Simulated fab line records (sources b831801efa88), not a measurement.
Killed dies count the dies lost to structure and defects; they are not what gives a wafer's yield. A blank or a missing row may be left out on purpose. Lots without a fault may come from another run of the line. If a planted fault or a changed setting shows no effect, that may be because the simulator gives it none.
Split-lot trial ; flow sky130 ; route with 708 steps; 5 lots, 23 wafers read

THE SPLIT ITSELF
At SKY_FIELD_ISO_CVD_03 (deposits Si3N4 from DCS/NH3, target thk 165 nm, time 2830 s), the setting pressure mtorr was moved away from the recipe's 250 mTorr on 15 of the 23 wafers read, by -12.7% to -6.5%. This setting was run at the recipe's value on the other wafers.

Split to reading: the file shows no intervening step.

THE READING
Values of FIELD_ISO_CVD_03_THK in nm from SKY_FIELD_ISO_THK_MEAS_04. On this fab line, fault-free wafers typically give 165.1 nm with a standard deviation of 1.3 nm.

wafer;tool, chamber at the split;pressure mtorr as run, mTorr;against the recipe;FIELD_ISO_CVD_03_THK, nm;against lot-mates on the recipe
L074.1;-, -;218.3;-12.7%;157.6;no lot-mate on the recipe
L074.3;-, -;218.3;-12.7%;158.4;no lot-mate on the recipe
L074.4;-, -;218.3;-12.7%;159.4;no lot-mate on the recipe
L074.5;-, -;218.3;-12.7%;158.4;no lot-mate on the recipe
L074.6;-, -;218.3;-12.7%;157.5;no lot-mate on the recipe
L079.1;-, -;233.8;-6.5%;161.6;no lot-mate on the recipe
L079.3;-, -;233.8;-6.5%;162.4;no lot-mate on the recipe
L079.4;-, -;233.8;-6.5%;162.3;no lot-mate on the recipe
L079.5;-, -;233.8;-6.5%;162.1;no lot-mate on the recipe
L079.6;-, -;233.8;-6.5%;162.8;no lot-mate on the recipe
L081.2;-, -;250;recipe;164.6;-
L081.3;-, -;250;recipe;166.8;-
L081.4;-, -;250;recipe;166.1;-
L081.5;-, -;250;recipe;166.1;-
L081.6;-, -;250;recipe;165.6;-
L084.1;-, -;220.8;-11.7%;157.7;no lot-mate on the recipe
L084.2;-, -;220.8;-11.7%;159.9;no lot-mate on the recipe
L084.4;-, -;220.8;-11.7%;160.1;no lot-mate on the recipe
L084.5;-, -;220.8;-11.7%;158.7;no lot-mate on the recipe
L084.6;-, -;220.8;-11.7%;157.8;no lot-mate on the recipe
L085.2;lpcvd-02, 1;250;recipe;165.1;-
L085.3;lpcvd-02, 1;250;recipe;166.0;-
L085.6;lpcvd-02, 1;250;recipe;165.0;-

FIT RESULTS
A straight line over all 23 wafers: FIELD_ISO_CVD_03_THK changes by +0.585 nm for each +1% of pressure mtorr; r = +0.97; the points scatter about the line by 0.77 nm.
Too few moved wafers have a lot-mate on the recipe to fit a line with each lot's own level taken away.

THE WHOLE CHAIN: every reading that the file lists as answering this split, in the file's order
step;what it does;reading;change (the file's fit);r (the file's)
SKY_FIELD_ISO_CVD_03;deposits Si3N4 from DCS/NH3, target thk 165 nm, time 2830 s;Si3N4_of_FIELD_ISO_CVD_03.thk nm (the simulator's own value, which no gauge read);+0.582 nm for each +1% of the setting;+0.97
SKY_FIELD_ISO_THK_MEAS_04;;FIELD_ISO_CVD_03_THK;+0.584 for each +1% of the setting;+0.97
SKY_FIELD_ISO_ETCH_17;etches Si in HBr/Cl2/O2, target depth 342 nm, time 97.7 s;Si3N4_of_FIELD_ISO_CVD_03.thk nm (the simulator's own value, which no gauge read);+0.557 nm for each +1% of the setting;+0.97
SKY_FIELD_ISO_WET_ETCH_18;etches Si3N4 in H3PO4, target depth 25 nm, time 286 s;Si3N4_of_FIELD_ISO_CVD_03.thk nm (the simulator's own value, which no gauge read);+0.568 nm for each +1% of the setting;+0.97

FILE'S OWN FIT
FIELD_ISO_CVD_03_THK changes by +0.584 nm for each +1% of pressure mtorr, r = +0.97.
